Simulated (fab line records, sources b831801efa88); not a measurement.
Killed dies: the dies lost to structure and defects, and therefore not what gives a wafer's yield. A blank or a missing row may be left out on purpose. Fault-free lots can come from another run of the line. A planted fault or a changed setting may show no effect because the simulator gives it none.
Struck lot and sound lot, side by side -- flow sky130 -- 16 out of 708 route steps
Sound: the wafers L658.1, L658.2, L658.3. Struck: wafers L649.2, L649.3, L649.5. Last of all comes the cause.
At each step with rows: each side's tool, then ch and its chambers, then its first start. Under that, the readings that differ: sound wafers -- struck wafers -- difference of the means -- sigmas: that difference in standard deviations of wafers without a fault.
alike: words and numbers the same on both sides, and readings whose means are apart by under 2 such deviations; not compared: readings that were withheld, readings missing a value for some wafer, numbers with overlapping values and no deviation given by the record, and bounds like >300 which may hide the same value.
A row with sigmas, a row that says differs or no value, or rows on one side alone: a step with any of these is where the two part. Non-overlapping numbers with no deviation appear without sigmas and do not part them. A reading that every wafer of one side lacks parts them only if that side has two wafers or more.

first, 5 steps without rows for these wafers: SKY_POLY_GATE_COAT_08 (resist thk 450 nm); SKY_POLY_GATE_SOFTBAKE_09 (time 90 s); SKY_POLY_GATE_EXPOSE_10 (exposes mask P1M, target cd 150 nm); SKY_POLY_GATE_PEB_11; SKY_POLY_GATE_DEVELOP_12 (develop time 60 s).
SKY_POLY_GATE_CD_MEAS_13: target cd 150 nm.
  sound: cdSem-01 at day 22 01:56; struck: cdSem-02 at day 19 08:39
  alike: cdNm
SKY_POLY_GATE_OVL_MEAS_14:
  sound: overlay-02 at day 22 02:03; struck: overlay-02 at day 19 08:45
reading,sound,struck,difference,sigmas
POLY_GATE_OVL (nm),2 7 9,-2 -8 -7,-12,-2
SKY_POLY_GATE_ETCH_15: etches BARC in N2/H2, stops on SiO2, time 118.5 s, target depth 110 nm.
  sound on rieDiel-04 ch 0,1,2, day 22 02:05; struck on rieDiel-02 ch 0,1, day 19 08:47
reading,sound,struck,difference,sigmas
drypumpMotorCurrentA (A),5.5 5.3 5.3,6.3 6.2 6.2,+0.9,+2
  alike: h2FlowSccm, oesProductAu, throttleValvePct
  not compared: rfHoursCounterH
SKY_POLY_GATE_ETCH_16: etches Si3N4 in CH3F/O2, stops on poly-Si, time 147.5 s, target depth 75 nm.
  sound on rieDiel-04 ch 0,1,2, day 22 02:10; struck on rieDiel-02 ch 0,1, day 19 08:52
reading,sound,struck,difference,sigmas
drypumpMotorCurrentA (A),5.5 5.3 5.4,6.3 6.2 6.1,+0.8,+2
  alike: oesProductAu, throttleValvePct
  not compared: rfHoursCounterH
SKY_POLY_GATE_ETCH_17: etches poly-Si in HBr/Cl2, stops on SiO2, target depth 180 nm, time 70.5 s.
  sound on rieSi-02 ch 0,1,3, day 22 02:16; struck on rieSi-01 ch 0,2,3, day 19 08:58
  alike: drypumpMotorCurrentA, oesProductAu, throttleValvePct
  not compared: rfHoursCounterH
SKY_POLY_GATE_STRIP_18: strips in O2/N2.
  sound on plasmaAsher-01 ch 0,1, day 22 02:19; struck on plasmaAsher-03 ch 0,1, day 19 09:01
  alike: drypumpMotorCurrentA, oesProductAu, stripTimeToEndpointS
  not compared: rfHoursCounterH
then, 1 step without rows for these wafers: SKY_POLY_GATE_CLEAN_19 (cleans in SC1/SC2, time 150 s).
SKY_POLY_GATE_OXIDATION_20: stabilise 600 s, purge 300 s, target thk 4 nm.
  sound on furnace-01 ch 0, day 22 02:28; struck on furnace-02 ch 0, day 19 11:17
  alike: spikeTcUpperC
SKY_POLY_GATE_THK_MEAS_21:
  sound: filmMetro-01 at day 22 03:43; struck: filmMetro-03 at day 19 12:35
reading,sound,struck,difference,sigmas
POLY_GATE_OXIDATION_THK (nm),3.96 3.86 3.85,6.43 6.45 6.47,+2.56,+28
SKY_POLY_GATE_CD_MEAS_22:
  sound: cdSem-01 at day 22 03:47; struck: cdSem-02 at day 19 12:56
  alike: cdNm
-- the record jumps here: 28 days lie between the struck wafers' starts before and after (it left off in module POLY_GATE and takes up again in module PAD_OPEN, whose first step shown is number 708 of the route) --
SKY_PAD_OPEN_PROBE_99:
  sound: prober-01 at day 49 10:53; struck: prober-02 at day 47 18:37
reading,sound,struck,difference,sigmas
killed_at_M0_to_M3,66 46 53,50 35 34,-15,-2
model.etest.tipSonos.rsOhmSq,2617 2607 2574,3046 3096 3114,+486,
model.etest.tipP.rsOhmSq,6919 6836 6871,7117 7116 7059,+222,
model.etest.pfet_01v8.rOnOhmUm,2865 2842 2927,3041 3020 3035,+154,
model.etest.resPdiff.lineOhmUm,1414 1366 1374,1505 1473 1532,+119,
model.etest.tipN.rsOhmSq,440.7 443.8 440.1,486.7 489.5 485.4,+45.7,
model.etest.nfet_01v8.rOnOhmUm,833.2 852 864.6,898.7 885.1 874.5,+36.2,
model.etest.resNdiff.lineOhmUm,769.3 750.9 762.9,819.2 817.1 811.5,+54.9,
model.etest.sonosUncharged.rOnOhmUm,801.8 794.9 809.3,851.1 856 857.1,+52.7,
  alike: killed_at_M4_up, killedAtContacts, killedAtFrontEnd, killedAtOther, killedDies, killedOpen, killedShort

## WHERE THEY PART
First at SKY_POLY_GATE_OVL_MEAS_14; last, within this record, at SKY_PAD_OPEN_PROBE_99.

WHY: what had been put in by the simulator
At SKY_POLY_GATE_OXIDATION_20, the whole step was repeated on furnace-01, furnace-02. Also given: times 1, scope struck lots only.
